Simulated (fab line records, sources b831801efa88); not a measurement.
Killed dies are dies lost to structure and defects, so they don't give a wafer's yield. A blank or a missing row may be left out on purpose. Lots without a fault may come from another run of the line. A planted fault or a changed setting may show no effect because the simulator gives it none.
Which tool did it? | flow sky130 | 24 lots, 72 wafers sampled, at 4 steps of a route of 708

WHAT THE GAUGES READ, wafer by wafer
SKY_FIELD_ISO_THK_MEAS_25.
lot  | measured    | on            | FIELD_ISO_CVD_24_THK (nm)
L074 | day 2 05:53 | film_metro-01 | 590 591 593
L075 | day 2 12:27 | film_metro-03 | 592 596 589
L076 | day 2 17:26 | film_metro-01 | 588 588 594
L077 | day 2 23:59 | film_metro-03 | 587 590 592
L078 | day 3 04:22 | film_metro-01 | 607 600 603
L079 | day 3 11:22 | film_metro-03 | 595 597 593
L080 | day 3 12:37 | film_metro-03 | 593 596 591
L081 | day 3 18:10 | film_metro-01 | 590 596 594
L082 | day 4 01:01 | film_metro-03 | 594 596 589
L083 | day 4 09:16 | film_metro-01 | 596 590 592
L084 | day 4 13:59 | film_metro-01 | 602 594 600
L085 | day 4 18:32 | film_metro-03 | 597 597 598
L086 | day 4 23:37 | film_metro-03 | 601 588 599
L087 | day 5 03:47 | film_metro-03 | 594 593 588
L088 | day 5 09:40 | film_metro-01 | 592 588 589
L089 | day 5 14:57 | film_metro-01 | 596 600 595
L090 | day 5 18:01 | film_metro-02 | 586 595 594
L091 | day 5 23:03 | film_metro-03 | 601 598 600
L092 | day 6 04:58 | film_metro-01 | 600 601 592
L093 | day 6 10:30 | film_metro-01 | 598 584 590
L094 | day 6 14:51 | film_metro-01 | 602 602 598
L095 | day 6 20:10 | film_metro-03 | 595 593 597
L096 | day 7 02:43 | film_metro-01 | 603 598 605
L097 | day 7 09:10 | film_metro-03 | 587 592 592

SKY_VIA2_THK_MEAS_23: measures by xrf.
lot  | measured     | on            | VIA2_W_THK (nm)
L074 | day 36 00:26 | film_metro-02 | 437 417 417
L075 | day 36 15:19 | film_metro-02 | 409 416 413
L076 | day 37 02:26 | film_metro-02 | 427 428 429
L077 | day 37 06:13 | film_metro-03 | 424 423 423
L078 | day 37 20:29 | film_metro-02 | 423 435 418
L079 | day 38 04:15 | film_metro-02 | 439 426 420
L080 | day 38 01:28 | film_metro-02 | 446 427 440
L081 | day 38 14:27 | film_metro-02 | 446 439 424
L082 | day 39 00:53 | film_metro-02 | 423 415 418
L083 | day 39 10:23 | film_metro-03 | 434 421 424
L084 | day 39 17:56 | film_metro-02 | 415 411 428
L085 | day 40 00:50 | film_metro-03 | 431 417 432
L086 | day 40 03:56 | film_metro-03 | 415 428 433
L087 | day 41 06:30 | film_metro-01 | 421 422 444
L088 | day 40 16:29 | film_metro-02 | 440 440 420
L089 | day 41 01:08 | film_metro-02 | 434 425 416
L090 | day 41 01:30 | film_metro-03 | 417 414 409
L091 | day 41 09:24 | film_metro-03 | 416 416 415
L092 | day 41 14:04 | film_metro-02 | 429 433 421
L093 | day 41 22:57 | film_metro-02 | 413 422 417
L094 | day 42 10:42 | film_metro-02 | 420 420 425
L095 | day 42 10:44 | film_metro-03 | 406 431 405
L096 | day 42 18:44 | film_metro-01 | 438 422 421
L097 | day 42 23:08 | film_metro-03 | 413 427 413

SKY_METAL3_OVL_MEAS_14.
lot  | measured     | on         | METAL3_OVL (nm)
L074 | day 38 06:03 | overlay-02 | -1 -4 0
L075 | day 38 19:21 | overlay-01 | 2 -5 -6
L076 | day 39 07:14 | overlay-01 | 1 1 -1
L077 | day 39 09:24 | overlay-01 | -2 -6 -4
L078 | day 39 23:53 | overlay-01 | 4 2 -1
L079 | day 40 08:03 | overlay-01 | -4 9 3
L080 | day 40 04:24 | overlay-01 | -8 2 0
L081 | day 40 17:01 | overlay-01 | -2 -3 4
L082 | day 41 03:29 | overlay-02 | -2 -5 -1
L083 | day 41 12:48 | overlay-01 | -7 -12 -9
L084 | day 41 19:19 | overlay-02 | -4 5 2
L085 | day 42 01:44 | overlay-01 | -3 -4 1
L086 | day 42 04:18 | overlay-02 | -5 5 4
L087 | day 43 06:36 | overlay-01 | 0 -10 2
L088 | day 42 16:59 | overlay-02 | -5 -3 -12
L089 | day 43 00:59 | overlay-02 | -3 -3 -11
L090 | day 43 01:01 | overlay-01 | -5 1 -10
L091 | day 43 09:30 | overlay-02 | 7 -5 0
L092 | day 43 14:04 | overlay-01 | 5 8 3
L093 | day 43 22:33 | overlay-01 | 0 4 10
L094 | day 44 09:15 | overlay-02 | 11 14 10
L095 | day 44 09:37 | overlay-02 | -5 -7 -7
L096 | day 44 16:43 | overlay-02 | -4 4 -8
L097 | day 44 21:28 | overlay-01 | -4 -1 -5

WHICH TOOL RAN EACH LOT (tool, then ch and the chambers of the sampled wafers, then the start)
lot  | SKY_METAL1_METAL_ETCH_19
L074 | rie_metal-02 ch 0,1, day 32 13:32
L075 | rie_metal-01 ch 0, day 33 02:53
L076 | rie_metal-04 ch 0,1, day 33 13:59
L077 | rie_metal-04 ch 0,1, day 33 19:14
L078 | rie_metal-01 ch 0,1, day 34 08:35
L079 | rie_metal-04 ch 0,1, day 34 17:01
L080 | rie_metal-04 ch 0,1, day 34 13:54
L081 | rie_metal-02 ch 0,1, day 35 02:03
L082 | rie_metal-02 ch 0,1, day 35 14:58
L083 | rie_metal-04 ch 0,1, day 35 23:11
L084 | rie_metal-02 ch 0,1, day 36 08:04
L085 | rie_metal-01 ch 0,1, day 36 15:31
L086 | rie_metal-01 ch 0,1, day 36 17:49
L087 | rie_metal-01 ch 0,1, day 37 22:56
L088 | rie_metal-04 ch 0,1, day 37 07:38
L089 | rie_metal-02 ch 0,1, day 37 16:10
L090 | rie_metal-01 ch 1, day 37 18:47
L091 | rie_metal-02 ch 0, day 38 01:57
L092 | rie_metal-01 ch 0,1, day 38 06:34
L093 | rie_metal-01 ch 1, day 38 17:17
L094 | rie_metal-02 ch 0, day 39 03:22
L095 | rie_metal-04 ch 0,1, day 39 05:45
L096 | rie_metal-04 ch 0, day 39 13:48
L097 | rie_metal-01 ch 0,1, day 39 18:35
- SKY_METAL1_METAL_ETCH_19: etches the open film in Cl2/BCl3, stops on SiO2, target depth 360 nm, time 78 s.

WHAT THE TOOLS THEMSELVES READ (means of the sampled wafers that have a number; where no wafer has one, the mark that the record gives instead)
SKY_METAL1_METAL_ETCH_19.
lot  | tool         | chamber_pressure_mTorr (mTorr) | drypump_motor_current_A (A) | oes_product_au (a.u.) | throttle_valve_pct (%)
L074 | rie_metal-02 | 10.005                         | 5.7                         | 0.854                 | 22.272
L075 | rie_metal-01 | 9.996                          | 6.1                         | 0.859                 | 22.266
L076 | rie_metal-04 | 10.000                         | 5.2                         | 0.863                 | 22.267
L077 | rie_metal-04 | 9.998                          | 5.1                         | 0.859                 | 22.270
L078 | rie_metal-01 | 9.996                          | 6.0                         | 0.855                 | 22.264
L079 | rie_metal-04 | 10.003                         | 5.1                         | 0.859                 | 22.261
L080 | rie_metal-04 | 9.995                          | 5.2                         | 0.850                 | 22.268
L081 | rie_metal-02 | 9.997                          | 5.7                         | 0.858                 | 22.274
L082 | rie_metal-02 | 10.004                         | 5.7                         | 0.851                 | 22.267
L083 | rie_metal-04 | 10.001                         | 5.2                         | 0.851                 | 22.264
L084 | rie_metal-02 | 9.999                          | 5.7                         | 0.856                 | 22.264
L085 | rie_metal-01 | 9.999                          | 5.9                         | 0.859                 | 22.268
L086 | rie_metal-01 | 9.994                          | 6.1                         | 0.852                 | 22.267
L087 | rie_metal-01 | 10.001                         | 6.1                         | 0.855                 | 22.269
L088 | rie_metal-04 | 10.000                         | 5.1                         | 0.857                 | 22.273
L089 | rie_metal-02 | 10.008                         | 5.7                         | 0.855                 | 22.273
L090 | rie_metal-01 | 10.002                         | 6.0                         | 0.847                 | 22.269
L091 | rie_metal-02 | 9.996                          | 5.6                         | 0.850                 | 22.265
L092 | rie_metal-01 | 9.992                          | 6.0                         | 0.856                 | 22.264
L093 | rie_metal-01 | 10.002                         | 6.0                         | 0.860                 | 22.265
L094 | rie_metal-02 | 10.003                         | 5.6                         | 0.856                 | 22.274
L095 | rie_metal-04 | 9.999                          | 5.2                         | 0.861                 | 22.260
L096 | rie_metal-04 | 10.003                         | 5.1                         | 0.858                 | 22.257
L097 | rie_metal-01 | 9.994                          | 6.0                         | 0.853                 | 22.271

THE ANSWER, worked out from the rows above alone
Rule: what is usual is taken from the lots themselves. Put in order of their means at a reading, lots are off if they are a third of the lots or fewer, leave a main group of 4 or more, and stand apart from it by a gap of 3 or more times the standard deviation of the main group's means; of several such gaps the widest counts. A main group whose means are all the same, to the digits that the tables above print for the reading, isn't used. A lot without any number at a reading at which 4 lots or more have one is off too. The other lots that the step has rows for count as sound. The gauges are gone through in route order, then the tools' own readings, and for those a lot's mean is taken as printed above. The first step at which some lot is off is used, and at that step the reading that is off furthest; a lot without a number counts as furthest.
No lot is off at any reading shown: from this, nothing can be told.

WHAT THE SIMULATOR HAD PUT IN
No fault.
